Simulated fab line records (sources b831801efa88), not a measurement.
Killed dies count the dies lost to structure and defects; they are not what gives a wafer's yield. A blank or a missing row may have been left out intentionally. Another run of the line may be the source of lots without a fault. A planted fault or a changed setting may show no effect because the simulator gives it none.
Matching of chambers	flow sfq_line	SFQ_TRILAYER_I3_CMP_CMP_082 on cmp-01 has 4 sister chambers
The step polishes SiO2. 19 wafers are shown with their chamber, then 9 later ones without.

WAFERS WITH THEIR CHAMBER
wafer	chamber	motor_current_A (A)	time_to_endpoint_s (s)	retaining_ring_pressure_frac
L245.1	1	10.5	219	0.997
L245.3	0	10.0	210	0.998
L245.6	3	9.6	210	1.007
L246.2	2	9.6	204	0.997
L246.4	3	9.9	201	0.994
L246.3	1	10.9	214	1.003
L248.4	1	10.9	212	1.002
L248.3	0	9.8	201	1.001
L248.6	2	9.9	220	0.998
L249.1	3	10.5	202	1.005
L249.2	2	10.4	203	0.999
L249.5	0	9.7	199	1.003
L250.1	3	10.2	197	1.002
L250.2	1	11.6	212	1.002
L250.6	2	9.6	221	0.998
L255.4	1	11.3	233	0.999
L255.3	3	10.0	214	1.004
L255.5	1	11.4	227	1.000
L257.1	3	9.5	212	1.004

SIGNATURES, as means of the wafers listed above
reading	chamber 0	chamber 1	chamber 2	chamber 3	scatter within a chamber
motor_current_A	9.833	11.100	9.875	9.950	0.364
time_to_endpoint_s	203.33	219.50	212.00	206.00	8.08
retaining_ring_pressure_frac	1.00067	1.00050	0.99800	1.00267	0.00309
Rule: a wafer lies at a distance from a chamber equal to the root of the sum of squares, over the readings, of (its reading less the chamber's mean, divided by the reading's scatter). The wafer belongs to the nearest chamber; if the next one is less than 2 further off, it can't be placed. The scatter is the square root of a quotient: the sum, over the shown wafers, of each reading's squared deviation from its chamber's mean, divided by wafers minus chambers.

WAFERS MISSING THEIR CHAMBER
wafer	motor_current_A (A)	time_to_endpoint_s (s)	retaining_ring_pressure_frac
L257.3	9.6	216	0.991
L257.4	11.0	224	0.999
L259.1	9.6	221	1.003
L259.3	10.0	191	1.000
L259.5	9.5	217	0.998
L262.3	10.3	185	0.997
L262.4	10.9	224	0.999
L263.3	10.0	195	1.006
L263.5	9.2	211	0.998

EACH ONE'S CHAMBER
wafer	from the rows above	in truth
L257.3	can't be placed: 2 or 0 or 3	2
L257.4	1	1
L259.1	can't be placed: 3 or 2 or 0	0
L259.3	can't be placed: 0 or 3 or 2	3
L259.5	can't be placed: 2 or 0 or 3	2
L262.3	can't be placed: 0 or 3 or 2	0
L262.4	1	1
L263.3	can't be placed: 3 or 0 or 2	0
L263.5	can't be placed: 2 or 0 or 3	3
Correctly placed: 2 of 9. Cannot be placed on the basis of these rows: 7; the candidates contain the true chamber in 7. 0 placed wrongly.
